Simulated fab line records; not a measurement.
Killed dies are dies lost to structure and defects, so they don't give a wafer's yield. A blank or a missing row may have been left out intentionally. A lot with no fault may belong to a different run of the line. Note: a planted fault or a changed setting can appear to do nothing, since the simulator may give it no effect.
Check for tools in common | flow gf180mcu | Sample size 11 lots and 39 wafers

== WHY IT WAS OPENED ==
GF_NSD_TW_MEAS_12, reading NSD_TW: flagged on 2 of 11 lots. Fault-free wafers read 4223, with a standard deviation of 25.
Rule: flag the lot when none of its wafers has a number, or when each of its wafers that has one lies beyond 4 standard deviations from that mean. As for the other lots, they are considered sound.

lot  | measured     | on            | NSD_TW, wafer by wafer        | flag
L423 | day 13 22:19 | film metro-03 | 4235 4233 4269                |
L426 | day 14 18:22 | film metro-04 | 4235 4242 4250                |
L428 | day 15 20:28 | film metro-03 | 4206 4208 4206                |
L429 | day 15 22:46 | film metro-02 | 4264 4275 4257                |
L430 | day 16 03:46 | film metro-02 | 4261 4245 4235                |
L431 | day 16 10:25 | film metro-04 | 4215 4224 4195                |
L434 | day 17 14:56 | film metro-03 | 4185 4181 4192                |
L435 | day 17 21:19 | film metro-03 | 4213 4184 4197                |
L436 | day 18 07:43 | film metro-03 | 4219 4205 4212                |
L444 | day 21 00:43 | film metro-02 | 4826 4811 4813 4791 4826 4816 | FLAGGED
L445 | day 21 04:11 | film metro-02 | 4821 4837 4828 4840 4831 4833 | FLAGGED
Average over the flagged lots: 4823; offset from the usual +600, equal to +24 standard deviations.

== WHICH TOOL EACH LOT WENT THROUGH ==
The record holds 3 process steps before the reading, out of a route of 602 steps. In each cell: the tool, then ch and the chambers that the sampled wafers went through, then the start.
lot  | flag    | GF_VT_IMPLANT_RTA_45             | GF_NSD_IMPLANT_09               | GF_NSD_STRIP_11
L423 |         | rtp anneal-02 ch 0, day 7 21:37  | implanter-01 ch 0, day 13 21:55 | plasma asher-01 ch 0,1, day 13 22:13
L426 |         | rtp anneal-02 ch 0, day 8 16:28  | implanter-03 ch 0, day 14 17:58 | plasma asher-01 ch 0,1, day 14 18:16
L428 |         | rtp anneal-02 ch 0, day 9 14:54  | implanter-02 ch 0, day 15 20:04 | plasma asher-04 ch 0,1, day 15 20:22
L429 |         | rtp anneal-01 ch 0, day 9 15:12  | implanter-03 ch 0, day 15 22:22 | plasma asher-01 ch 0,1, day 15 22:40
L430 |         | rtp anneal-01 ch 0, day 9 20:13  | implanter-02 ch 0, day 16 03:22 | plasma asher-04 ch 0,1, day 16 03:40
L431 |         | rtp anneal-01 ch 0, day 10 00:57 | implanter-03 ch 0, day 16 10:01 | plasma asher-04 ch 0, day 16 10:19
L434 |         | rtp anneal-01 ch 0, day 10 23:35 | implanter-03 ch 0, day 17 14:32 | plasma asher-04 ch 0,1, day 17 14:50
L435 |         | rtp anneal-01 ch 0, day 11 05:13 | implanter-01 ch 0, day 17 20:55 | plasma asher-04 ch 1, day 17 21:13
L436 |         | rtp anneal-02 ch 0, day 11 12:20 | implanter-03 ch 0, day 18 07:20 | plasma asher-01 ch 0,1, day 18 07:37
L444 | FLAGGED | rtp anneal-02 ch 0, day 13 16:55 | implanter-01 ch 0, day 21 00:19 | plasma asher-01 ch 0,1, day 21 00:37
L445 | FLAGGED | rtp anneal-02 ch 0, day 13 23:38 | implanter-03 ch 0, day 21 03:48 | plasma asher-03 ch 0,1, day 21 04:05
What is done by these steps:
- GF_VT_IMPLANT_RTA_45: time 30 s.
- GF_NSD_IMPLANT_09
- GF_NSD_STRIP_11: strips in O2/N2.
- GF_NSD_TW_MEAS_12

== FLAGGED OVER TOTAL, TOOL BY TOOL (the gauges that took the reading come last) ==
step                 | tool            | lots run | flagged | share of the flagged lots | sound lots run after its first flagged lot
GF_VT_IMPLANT_RTA_45 | rtp anneal-01   | 5        | 0       | none                      | -
GF_VT_IMPLANT_RTA_45 | rtp anneal-02   | 6        | 2       | all                       | 0
GF_NSD_IMPLANT_09    | implanter-01    | 3        | 1       | some                      | 0
GF_NSD_IMPLANT_09    | implanter-02    | 2        | 0       | none                      | -
GF_NSD_IMPLANT_09    | implanter-03    | 6        | 1       | some                      | 0
GF_NSD_STRIP_11      | plasma asher-01 | 5        | 1       | some                      | 0
GF_NSD_STRIP_11      | plasma asher-03 | 1        | 1       | some                      | 0
GF_NSD_STRIP_11      | plasma asher-04 | 5        | 0       | none                      | -
GF_NSD_TW_MEAS_12    | film metro-02   | 4        | 2       | all                       | 0
GF_NSD_TW_MEAS_12    | film metro-03   | 5        | 0       | none                      | -
GF_NSD_TW_MEAS_12    | film metro-04   | 2        | 0       | none                      | -

== THE TABLE: WHAT IT ALLOWS ==
2 rows of the table ran every flagged lot: rtp anneal-02 at GF_VT_IMPLANT_RTA_45, film metro-02 at GF_NSD_TW_MEAS_12.
- rtp anneal-02 at GF_VT_IMPLANT_RTA_45 ran 6 lots, 2 of them flagged. Its last sound lot is L436 (day 11 12:20), its first flagged lot L444 (day 13 16:55): a fault that began between those two fits.
- film metro-02 at GF_NSD_TW_MEAS_12 ran 4 lots, 2 of them flagged. Its last sound lot is L430 (day 16 03:46), its first flagged lot L444 (day 21 00:43): a fault that began between those two fits.
A lot count leaves these 2 tools indistinguishable: every one of them fits a fault beginning at some hour. More lots, or a look at what each step does to the wafer, might.

== WHAT THE SIMULATOR HAD PUT IN ==
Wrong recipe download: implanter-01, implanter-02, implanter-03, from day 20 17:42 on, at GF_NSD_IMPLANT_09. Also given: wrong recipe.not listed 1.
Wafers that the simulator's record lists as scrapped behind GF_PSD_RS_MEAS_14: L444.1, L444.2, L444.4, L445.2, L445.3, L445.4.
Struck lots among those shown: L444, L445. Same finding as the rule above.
